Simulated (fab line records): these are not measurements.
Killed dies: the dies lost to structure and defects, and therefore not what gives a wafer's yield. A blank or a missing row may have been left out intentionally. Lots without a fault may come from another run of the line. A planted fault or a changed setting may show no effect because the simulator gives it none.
Chamber matching -- flow gf180mcu -- cmp-01 running GF_V5_CMP_26: 3 sister chambers
The step polishes, stops on SiO2, t overpolish 15 s, target thk 0 nm. 3 wafers are shown with their chamber, then 7 later ones without.

WAFERS, EACH WITH ITS CHAMBER
wafer,chamber,motor_current_A (A)
L158.2,1,10.4
L164.2,2,10.9
L164.6,3,9.9

WAFERS WHOSE CHAMBER IS MISSING
wafer,motor_current_A (A)
L165.4,9.6
L165.6,10.3
L174.1,10.6
L174.3,9.8
L175.1,9.7
L175.3,10.2
L175.4,11.1

CHAMBER TAKEN BY EACH
wafer,from the rows above,in truth
L165.4,3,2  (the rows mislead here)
L165.6,can't be placed: 1 or 3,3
L174.1,can't be placed: 1 or 2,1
L174.3,3,3
L175.1,3,3
L175.3,can't be placed: 1 or 3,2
L175.4,2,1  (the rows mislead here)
Placed correctly: 2 of 7. Unplaceable from these rows: 3, with the true chamber sitting among the candidates in 2. Placed wrongly: 2.
How it was worked out, from the rows above alone: a wafer's distance from a chamber is the root of the sum, over the readings, of the square of ((its reading less the chamber's mean) divided by the reading's scatter). The wafer belongs to the nearest chamber; if the next one is less than 2 further off, it can't be placed. For every chamber, the mean is computed from those of its wafers that are shown. The scatter: with one shown wafer a chamber, the root of the mean of the squares of how far each hidden wafer lies from its nearest shown one.
